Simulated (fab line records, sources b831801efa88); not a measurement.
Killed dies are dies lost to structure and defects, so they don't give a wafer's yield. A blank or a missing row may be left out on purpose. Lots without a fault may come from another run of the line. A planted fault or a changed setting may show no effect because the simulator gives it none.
Which tool did it? | flow gf180mcu | 21 lots, 63 wafers sampled, at 5 steps of a route of 602

WHAT THE GAUGES READ, wafer by wafer
GF_TOP_METAL_THK_MEAS_06: measures by xrf.
lot  | measured     | on            | TOP_METAL_ALCU_THK (nm)
L074 | day 27 11:12 | film_metro-03 | 912 923 915
L075 | day 27 22:09 | film_metro-02 | 874 878 895
L076 | day 28 09:06 | film_metro-03 | 903 905 903
L077 | day 28 19:20 | film_metro-01 | 890 895 894
L078 | day 28 21:21 | film_metro-03 | 905 905 896
L079 | day 29 00:46 | film_metro-01 | 901 910 913
L080 | day 29 08:46 | film_metro-02 | 899 907 896
L081 | day 29 19:25 | film_metro-03 | 906 905 905
L084 | day 30 11:16 | film_metro-02 | 883 878 888
L083 | day 30 13:07 | film_metro-03 | 914 922 909
L085 | day 30 19:35 | film_metro-03 | 895 901 908
L086 | day 31 03:39 | film_metro-02 | 897 896 900
L087 | day 31 04:38 | film_metro-01 | 898 898 901
L088 | day 31 11:35 | film_metro-03 | 897 907 898
L089 | day 31 17:26 | film_metro-02 | 900 893 893
L090 | day 32 04:51 | film_metro-03 | 906 904 901
L091 | day 32 09:22 | film_metro-02 | 890 899 903
L093 | day 32 19:26 | film_metro-02 | 893 891 897
L094 | day 33 02:06 | film_metro-03 | 923 917 915
L095 | day 33 01:29 | film_metro-02 | 910 897 906
L097 | day 33 05:10 | film_metro-01 | 902 904 878

WHICH TOOL RAN EACH LOT (tool, then ch and the chambers of the sampled wafers, then the start)
lot  | GF_M2_METAL_ETCH_16               | GF_V3_STRIP_18                       | GF_MIM_STRIP_20                      | GF_M5_ETCH_09
L074 | rie_metal-04 ch 0, day 19 11:25   | plasma_asher-04 ch 0,1, day 22 15:10 | plasma_asher-02 ch 0,1, day 25 13:32 | rie_diel-04 ch 0,3, day 26 11:33
L075 | rie_metal-03 ch 0,1, day 20 01:28 | plasma_asher-03 ch 0,1, day 23 03:19 | plasma_asher-02 ch 0,1, day 26 01:29 | rie_diel-01 ch 0,1,2, day 26 22:54
L076 | rie_metal-03 ch 0, day 20 13:34   | plasma_asher-02 ch 0,1, day 23 15:49 | plasma_asher-02 ch 0,1, day 26 13:21 | rie_diel-02 ch 1,2,3, day 27 09:47
L077 | rie_metal-01 ch 1, day 21 02:35   | plasma_asher-02 ch 0,1, day 24 03:38 | plasma_asher-02 ch 0,1, day 27 00:22 | rie_diel-02 ch 0,1, day 27 20:39
L078 | rie_metal-04 ch 0,1, day 21 04:16 | plasma_asher-04 ch 0,1, day 24 06:07 | plasma_asher-03 ch 0,1, day 27 02:06 | rie_diel-04 ch 0,2,3, day 27 22:38
L079 | rie_metal-01 ch 1, day 21 08:44   | plasma_asher-02 ch 0,1, day 24 10:01 | plasma_asher-03 ch 0,1, day 27 05:45 | rie_diel-01 ch 0,1,2, day 28 02:15
L080 | rie_metal-04 ch 0,1, day 21 19:33 | plasma_asher-02 ch 0,1, day 24 19:42 | plasma_asher-02 ch 0,1, day 27 14:15 | rie_diel-04 ch 0,1,3, day 28 10:14
L081 | rie_metal-04 ch 0,1, day 22 07:11 | plasma_asher-04 ch 0,1, day 25 06:58 | plasma_asher-03 ch 0,1, day 28 01:13 | rie_diel-04 ch 0,2,3, day 28 21:14
L084 | rie_metal-01 ch 0, day 23 02:01   | plasma_asher-03 ch 0,1, day 26 00:16 | plasma_asher-02 ch 0,1, day 28 17:10 | rie_diel-01 ch 0,2,3, day 29 13:15
L083 | rie_metal-03 ch 0,1, day 23 02:18 | plasma_asher-04 ch 0,1, day 26 01:30 | plasma_asher-03 ch 0,1, day 28 18:56 | rie_diel-02 ch 0,1, day 29 15:18
L085 | rie_metal-03 ch 0,1, day 23 11:38 | plasma_asher-04 ch 0, day 26 09:07   | plasma_asher-03 ch 0,1, day 29 01:15 | rie_diel-04 ch 0,3, day 29 21:33
L086 | rie_metal-03 ch 0,1, day 23 21:29 | plasma_asher-02 ch 0,1, day 26 18:44 | plasma_asher-03 ch 0,1, day 29 10:12 | rie_diel-01 ch 0,1, day 30 06:09
L087 | rie_metal-03 ch 0,1, day 24 00:21 | plasma_asher-02 ch 0,1, day 26 19:43 | plasma_asher-03 ch 0,1, day 29 11:59 | rie_diel-04 ch 0,1,3, day 30 06:48
L088 | rie_metal-01 ch 0, day 24 07:59   | plasma_asher-04 ch 0,1, day 27 03:49 | plasma_asher-02 ch 0, day 29 18:48   | rie_diel-01 ch 0,1, day 30 14:38
L089 | rie_metal-03 ch 0,1, day 24 17:35 | plasma_asher-04 ch 0,1, day 27 12:29 | plasma_asher-02 ch 0,1, day 30 01:51 | rie_diel-01 ch 0,3, day 30 20:56
L090 | rie_metal-01 ch 0,1, day 25 04:45 | plasma_asher-03 ch 0,1, day 27 22:59 | plasma_asher-02 ch 0,1, day 30 12:57 | rie_diel-04 ch 1,2, day 31 07:19
L091 | rie_metal-03 ch 0,1, day 25 09:57 | plasma_asher-02 ch 0, day 28 04:59   | plasma_asher-01 ch 0,1, day 30 18:27 | rie_diel-01 ch 0,1, day 31 12:47
L093 | rie_metal-04 ch 0,1, day 25 23:31 | plasma_asher-03 ch 0,1, day 28 16:33 | plasma_asher-03 ch 0,1, day 31 05:26 | rie_diel-02 ch 0,2,3, day 31 23:05
L094 | rie_metal-01 ch 0,1, day 26 06:48 | plasma_asher-02 ch 0,1, day 28 23:25 | plasma_asher-02 ch 0,1, day 31 12:12 | rie_diel-02 ch 2,3, day 32 05:59
L095 | rie_metal-04 ch 0,1, day 26 08:06 | plasma_asher-04 ch 0,1, day 28 23:47 | plasma_asher-01 ch 0,1, day 31 11:54 | rie_diel-04 ch 1,2, day 32 05:39
L097 | rie_metal-01 ch 0,1, day 26 12:54 | plasma_asher-02 ch 0,1, day 29 05:05 | plasma_asher-03 ch 0,1, day 31 16:35 | rie_diel-04 ch 0,1,3, day 32 10:03
- GF_M2_METAL_ETCH_16: etches the open film in Cl2/BCl3, stops on SiO2, target depth 750.8 nm, time 125.1 s.
- GF_V3_STRIP_18: strips in O2/N2.
- GF_MIM_STRIP_20: strips in O2/N2.
- GF_M5_ETCH_09: etches Si3N4 in CF4/O2, target depth 52 nm, time 11.6 s.

WHAT THE TOOLS THEMSELVES READ (means of the sampled wafers that have a number; where no wafer has one, the mark that the record gives instead)
GF_M2_METAL_ETCH_16.
lot  | tool         | chamber_pressure_mTorr (mTorr) | drypump_motor_current_A (A) | oes_product_au (a.u.) | throttle_valve_pct (%)
L074 | rie_metal-04 | 7.998                          | 6.0                         | 0.994                 | 28.223
L075 | rie_metal-03 | 8.002                          | 6.0                         | 0.994                 | 28.235
L076 | rie_metal-03 | 8.000                          | 6.4                         | 0.995                 | 28.218
L077 | rie_metal-01 | 8.010                          | 5.9                         | 0.979                 | 28.240
L078 | rie_metal-04 | 8.004                          | 6.0                         | 0.976                 | 28.238
L079 | rie_metal-01 | 8.003                          | 5.9                         | 0.979                 | 28.240
L080 | rie_metal-04 | 8.001                          | 6.0                         | 0.987                 | 28.244
L081 | rie_metal-04 | 7.995                          | 5.9                         | 0.989                 | 28.230
L084 | rie_metal-01 | 8.001                          | 5.5                         | 0.999                 | 28.230
L083 | rie_metal-03 | 7.999                          | 6.1                         | 0.988                 | 28.235
L085 | rie_metal-03 | 8.000                          | 6.1                         | 0.989                 | 28.236
L086 | rie_metal-03 | 8.012                          | 5.8                         | 0.986                 | 28.231
L087 | rie_metal-03 | 8.000                          | 6.1                         | 0.989                 | 28.233
L088 | rie_metal-01 | 8.005                          | 5.5                         | 1.000                 | 28.228
L089 | rie_metal-03 | 8.001                          | 6.1                         | 0.988                 | 28.229
L090 | rie_metal-01 | 8.000                          | 5.6                         | 0.987                 | 28.225
L091 | rie_metal-03 | 7.994                          | 6.0                         | 0.991                 | 28.224
L093 | rie_metal-04 | 7.996                          | 5.9                         | 0.983                 | 28.228
L094 | rie_metal-01 | 8.001                          | 5.6                         | 0.997                 | 28.221
L095 | rie_metal-04 | 8.005                          | 5.9                         | 0.987                 | 28.248
L097 | rie_metal-01 | 8.007                          | 5.7                         | 0.984                 | 28.235

GF_V3_STRIP_18.
lot  | tool            | chamber_pressure_mTorr (mTorr) | drypump_motor_current_A (A) | heater_power_w (W) | n2_flow_sccm (sccm) | oes_product_au (a.u.)
L074 | plasma_asher-04 | 1500.8                         | 5.6                         | 348                | 299.5               | 0.591
L075 | plasma_asher-03 | 1500.4                         | 5.8                         | 400                | 300.7               | 0.595
L076 | plasma_asher-02 | 1501.9                         | 5.2                         | 334                | 299.4               | 0.587
L077 | plasma_asher-02 | 1500.2                         | 5.3                         | 348                | 299.6               | 0.593
L078 | plasma_asher-04 | 1499.8                         | 5.6                         | 347                | 301.1               | 0.593
L079 | plasma_asher-02 | 1501.1                         | 5.2                         | 338                | 299.1               | 0.597
L080 | plasma_asher-02 | 1500.2                         | 5.2                         | 335                | 299.5               | 0.592
L081 | plasma_asher-04 | 1498.5                         | 5.5                         | 328                | 300.4               | 0.595
L084 | plasma_asher-03 | 1500.8                         | 6.1                         | 393                | 299.9               | 0.590
L083 | plasma_asher-04 | 1499.7                         | 5.6                         | 347                | 299.6               | 0.597
L085 | plasma_asher-04 | 1501.2                         | 5.7                         | 374                | 299.6               | 0.591
L086 | plasma_asher-02 | 1499.7                         | 5.3                         | 349                | 299.6               | 0.591
L087 | plasma_asher-02 | 1499.8                         | 5.3                         | 344                | 299.2               | 0.591
L088 | plasma_asher-04 | 1499.9                         | 5.5                         | 326                | 299.7               | 0.596
L089 | plasma_asher-04 | 1501.0                         | 5.6                         | 347                | 300.9               | 0.594
L090 | plasma_asher-03 | 1500.4                         | 6.1                         | 393                | 299.6               | 0.591
L091 | plasma_asher-02 | 1499.9                         | 5.1                         | 327                | 298.8               | 0.599
L093 | plasma_asher-03 | 1500.0                         | 5.9                         | 394                | 299.6               | 0.595
L094 | plasma_asher-02 | 1500.1                         | 5.3                         | 352                | 300.3               | 0.591
L095 | plasma_asher-04 | 1499.5                         | 5.6                         | 352                | 300.1               | 0.596
L097 | plasma_asher-02 | 1498.5                         | 5.3                         | 339                | 300.0               | 0.589

GF_MIM_STRIP_20.
lot  | tool            | chamber_pressure_mTorr (mTorr) | drypump_motor_current_A (A) | heater_power_w (W) | n2_flow_sccm (sccm) | oes_product_au (a.u.) | strip_time_to_endpoint_s (s)
L074 | plasma_asher-02 | 1500.0                         | 5.3                         | 336                | 300.3               | 0.693                 | 11.28
L075 | plasma_asher-02 | 1498.8                         | 5.3                         | 346                | 301.1               | 0.691                 | 11.20
L076 | plasma_asher-02 | 1498.7                         | 5.3                         | 344                | 300.2               | 0.697                 | 11.24
L077 | plasma_asher-02 | 1500.1                         | 5.3                         | 336                | 300.2               | 0.693                 | 11.27
L078 | plasma_asher-03 | 1501.3                         | 5.9                         | 400                | 300.2               | 0.692                 | 11.26
L079 | plasma_asher-03 | 1500.0                         | 5.8                         | 397                | 300.3               | 0.696                 | 11.22
L080 | plasma_asher-02 | 1500.6                         | 5.3                         | 338                | 299.8               | 0.695                 | 11.30
L081 | plasma_asher-03 | 1498.1                         | 6.1                         | 385                | 299.2               | 0.692                 | 11.32
L084 | plasma_asher-02 | 1500.6                         | 5.3                         | 348                | 299.8               | 0.692                 | 11.25
L083 | plasma_asher-03 | 1499.6                         | 6.1                         | 391                | 300.1               | 0.691                 | 11.26
L085 | plasma_asher-03 | 1500.1                         | 6.1                         | 395                | 300.7               | 0.697                 | 11.22
L086 | plasma_asher-03 | 1499.5                         | 6.1                         | 395                | 300.0               | 0.693                 | 11.22
L087 | plasma_asher-03 | 1499.3                         | 5.8                         | 396                | 299.5               | 0.702                 | 11.30
L088 | plasma_asher-02 | 1500.9                         | 5.1                         | 329                | 298.8               | 0.689                 | 11.24
L089 | plasma_asher-02 | 1500.3                         | 5.3                         | 345                | 300.2               | 0.688                 | 11.26
L090 | plasma_asher-02 | 1500.4                         | 5.3                         | 349                | 300.4               | 0.690                 | 11.21
L091 | plasma_asher-01 | 1499.7                         | 5.5                         | 344                | 301.4               | 0.692                 | 11.23
L093 | plasma_asher-03 | 1500.5                         | 5.9                         | 400                | 300.1               | 0.694                 | 11.28
L094 | plasma_asher-02 | 1500.6                         | 5.2                         | 332                | 300.0               | 0.694                 | 11.23
L095 | plasma_asher-01 | 1499.5                         | 5.5                         | 340                | 300.0               | 0.693                 | 11.28
L097 | plasma_asher-03 | 1500.9                         | 5.9                         | 397                | 301.0               | 0.691                 | 11.25

GF_M5_ETCH_09.
lot  | tool        | chamber_pressure_mTorr (mTorr) | drypump_motor_current_A (A) | oes_product_au (a.u.) | throttle_valve_pct (%)
L074 | rie_diel-04 | 150.00                         | 5.5                         | 0.989                 | 5.966
L075 | rie_diel-01 | 149.96                         | 5.5                         | 1.000                 | 5.967
L076 | rie_diel-02 | 150.14                         | 5.6                         | 0.996                 | 5.971
L077 | rie_diel-02 | 149.95                         | 5.2                         | 1.011                 | 5.968
L078 | rie_diel-04 | 149.79                         | 5.4                         | 1.001                 | 5.963
L079 | rie_diel-01 | 150.01                         | 5.5                         | 0.996                 | 5.967
L080 | rie_diel-04 | 149.80                         | 5.7                         | 1.003                 | 5.967
L081 | rie_diel-04 | 149.96                         | 5.4                         | 0.990                 | 5.963
L084 | rie_diel-01 | 149.89                         | 5.6                         | 1.000                 | 5.971
L083 | rie_diel-02 | 150.06                         | 5.2                         | 1.008                 | 5.972
L085 | rie_diel-04 | 150.01                         | 5.5                         | 0.990                 | 5.969
L086 | rie_diel-01 | 149.93                         | 5.3                         | 0.998                 | 5.974
L087 | rie_diel-04 | 149.91                         | 5.7                         | 0.998                 | 5.975
L088 | rie_diel-01 | 150.09                         | 5.6                         | 0.992                 | 5.972
L089 | rie_diel-01 | 149.93                         | 5.7                         | 0.990                 | 5.965
L090 | rie_diel-04 | 150.00                         | 5.4                         | 0.993                 | 5.968
L091 | rie_diel-01 | 149.97                         | 5.3                         | 1.000                 | 5.976
L093 | rie_diel-02 | 150.10                         | 5.3                         | 1.004                 | 5.969
L094 | rie_diel-02 | 149.94                         | 5.5                         | 0.996                 | 5.970
L095 | rie_diel-04 | 149.96                         | 5.3                         | 1.000                 | 5.969
L097 | rie_diel-04 | 149.96                         | 5.7                         | 0.986                 | 5.969

THE ANSWER, worked out from the rows above alone
Rule: what is usual is taken from the lots themselves. Put in order of their means at a reading, lots are off if they are a third of the lots or fewer, leave a main group of 4 or more, and stand apart from it by a gap of 3 or more times the standard deviation of the main group's means; of several such gaps the widest counts. A main group whose means are all the same, to the digits that the tables above print for the reading, isn't used. A lot without any number at a reading at which 4 lots or more have one is off too. The other lots that the step has rows for count as sound. The gauges are gone through in route order, then the tools' own readings, and for those a lot's mean is taken as printed above. The first step at which some lot is off is used, and at that step the reading that is off furthest; a lot without a number counts as furthest.
No lot is off at any reading shown: from this, nothing can be told.

WHAT THE SIMULATOR HAD PUT IN
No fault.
